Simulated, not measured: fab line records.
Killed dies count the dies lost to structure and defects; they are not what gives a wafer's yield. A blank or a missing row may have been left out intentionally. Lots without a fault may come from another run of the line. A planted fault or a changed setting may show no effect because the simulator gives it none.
Struck lot and sound lot, side by side -- flow sky130 -- 36 out of 708 route steps
Sound: these wafers, L543.1, L543.4, L543.5. Struck: wafers L554.1, L554.2, L554.6. The cause comes at the end.
Per side, at each step with rows, come the tool, then ch with its chambers, and then its first start. Under that, the readings that differ: sound wafers -- struck wafers -- difference of the means -- sigmas: that difference in standard deviations of wafers without a fault.
alike: same words and numbers on both sides, and readings whose means sit less than 2 such deviations apart. not compared: any withheld reading, any reading some wafer has no value for, any bound like >300 that may hide the same value, and any number with overlapping values for which the record gives no deviation.
The two part at a step that has a row with sigmas, a row that says differs or no value, or rows on one side only. When numbers do not overlap yet have no deviation, they are printed without sigmas and do not part them. A reading that every wafer of one side lacks parts them only if that side has two wafers or more.

first, 10 steps without rows for these wafers: SKY_GATE_OXIDE_COAT_05 (resist thk 1140 nm); SKY_GATE_OXIDE_SOFTBAKE_06 (time 60 s); SKY_GATE_OXIDE_EXPOSE_07 (exposes mask LVOM, target cd 600 nm); SKY_GATE_OXIDE_PEB_08; SKY_GATE_OXIDE_DEVELOP_09 (develop time 60 s); SKY_GATE_OXIDE_IMPLANT_11; SKY_GATE_OXIDE_WET_ETCH_12 (etches SiO2 in dHF, target depth 16.8 nm, time 336 s); SKY_GATE_OXIDE_STRIP_13 (strips in O2/N2); SKY_GATE_OXIDE_CLEAN_15 (cleans in SC1/SC2, time 150 s); SKY_GATE_OXIDE_OXIDATION_16 (stabilise 600 s, purge 300 s, target thk 3.57 nm).
SKY_POLY_GATE_CVD_00: deposits poly-Si, target thk 180 nm, time 720 s.
  sound on lpcvd-01 ch 1, day 13 16:35; struck on lpcvd-01 ch 1, day 17 23:14
reading,sound,struck,difference,sigmas
spike_tc_centre_C (C),621.1 622.6 621.2,594.5 592.4 593.2,-28.3,-26
spike_tc_upper_C (C),619.8 618.5 619.0,622.3 625.7 624.2,+5.0,+5
zone_power_centre_pct (%),8.8 8.8 8.7,4.4 4.3 4.4,-4.4,-11
zone_power_lower_pct (%),9.55 9.47 9.57,11.99 12.09 12.08,+2.52,+9
zone_power_upper_pct (%),9.19 9.11 8.99,11.48 11.63 11.80,+2.54,+29
model.poly-Si_of_POLY_GATE_CVD_00.thk_nm (nm),180.3 179.2 178.9,149.7 156 175.9,-18.9,
  alike: spike_tc_top_C, susceptor_temp_C
SKY_POLY_GATE_THK_MEAS_01:
  sound on film_metro-04 at day 13 17:47; struck on film_metro-02 at day 18 01:02
reading,sound,struck,difference,sigmas
POLY_GATE_CVD_00_THK (nm),180.4 179.2 178.8,149.8 156.1 175.9,-18.9,-13
then, 9 steps without rows for these wafers: SKY_RES_PROTECT_DEHYDRATE_00 (time 60 s); SKY_RES_PROTECT_HMDS_01 (prime time 60 s); SKY_RES_PROTECT_COAT_02 (resist thk 1140 nm); SKY_RES_PROTECT_SOFTBAKE_03 (time 60 s); SKY_RES_PROTECT_EXPOSE_04 (exposes mask RPM, target cd 1270 nm); SKY_RES_PROTECT_PEB_05; SKY_RES_PROTECT_DEVELOP_06 (develop time 60 s); SKY_POLY_GATE_IMPLANT_02; SKY_RES_PROTECT_STRIP_07 (strips in O2/N2).
SKY_RES_PROTECT_CLEAN_09: cleans in SC1/SC2, time 150 s.
  sound on wet_bench-03 ch 2, day 14 20:44; struck on wet_bench-02 ch 3, day 19 06:56
reading,sound,struck,difference,sigmas
temp_c (C),69.99 69.70 69.80,70.14 70.18 70.16,+0.33,+3
model.poly-Si_of_POLY_GATE_CVD_00.thk_nm (nm),179.7 178.6 178.3,149.1 155.4 175.3,-18.9,
then, 11 steps without rows for these wafers: SKY_POLY_GATE_CVD_03 (deposits Si3N4 from DCS/NH3, target thk 75 nm, time 1290 s); SKY_POLY_GATE_DEHYDRATE_05 (time 60 s); SKY_POLY_GATE_HMDS_06 (prime time 60 s); SKY_POLY_GATE_COAT_07 (resist thk 110 nm); SKY_POLY_GATE_COAT_08 (resist thk 450 nm); SKY_POLY_GATE_SOFTBAKE_09 (time 90 s); SKY_POLY_GATE_EXPOSE_10 (exposes mask P1M, target cd 150 nm); SKY_POLY_GATE_PEB_11; SKY_POLY_GATE_DEVELOP_12 (develop time 60 s); SKY_POLY_GATE_ETCH_15 (etches BARC in N2/H2, stops on SiO2, time 118.5 s, target depth 110 nm); SKY_POLY_GATE_ETCH_16 (etches Si3N4 in CH3F/O2, stops on poly-Si, time 147.5 s, target depth 75 nm).
SKY_POLY_GATE_ETCH_17: etches poly-Si in HBr/Cl2, stops on SiO2, target depth 180 nm, time 70.5 s.
  sound on rie_si-01 ch 1,2,3, day 16 01:20; struck on rie_si-01 ch 0,1,2, day 20 18:19
reading,sound,struck,difference,sigmas
oes_product_au (a.u.),0.980 0.983 0.982,0.879 0.900 0.978,-0.063,-11
model.POLY_GATE.feature_depth_nm (nm),179.2 178.6 178.3,149.1 155.4 175.3,-18.8,
model.etch.depth_nm (nm),179.2 178.6 178.3,149.1 155.4 175.3,-18.8,
  alike: drypump_motor_current_A, throttle_valve_pct
  not compared: rf_hours_counter_h
then, 1 step without rows for these wafers: SKY_POLY_GATE_STRIP_18 (strips in O2/N2).
-- record jumps: 28 days separate the struck wafers' starts on either side; left off in module POLY_GATE, taken up again in module PAD_OPEN, whose first shown step is the route's number 708 --
SKY_PAD_OPEN_PROBE_99:
  sound on prober-01 at day 45 15:27; struck on prober-02 at day 48 20:08
reading,sound,struck,difference,sigmas
model.etest.res_high_po.line_ohm_um,742.6 744.6 734,882.1 849.7 755.4,+88.7,
model.etest.res_poly.line_ohm_um,504.5 498.8 504.7,659 606.9 544.5,+101,
model.etest.res_high_po.rs_ohm_sq,261.9 256.6 260,305.7 294.7 265.1,+29.0,
model.etest.res_poly.rs_ohm_sq,47.99 48.11 48.11,57.51 55.72 49.33,+6.12,
model.etest.cap_li_to_poly.c_af_um2,101.9 98.81 100.5,90.93 92.47 98.34,-6.49,
  alike: killed_at_M0_to_M3, killed_at_M4_up, killed_at_contacts, killed_at_front_end, killed_at_other, killed_dies, killed_open, killed_short

WHERE THEY PART
Last at SKY_POLY_GATE_ETCH_17 as far as this record goes, first at SKY_POLY_GATE_CVD_00. Later steps at which nothing parts them and some readings are alike: SKY_PAD_OPEN_PROBE_99.

WHY: what had been put in by the simulator
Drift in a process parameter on lpcvd-01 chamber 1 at SKY_POLY_GATE_CVD_00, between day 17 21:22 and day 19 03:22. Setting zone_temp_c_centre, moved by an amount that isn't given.
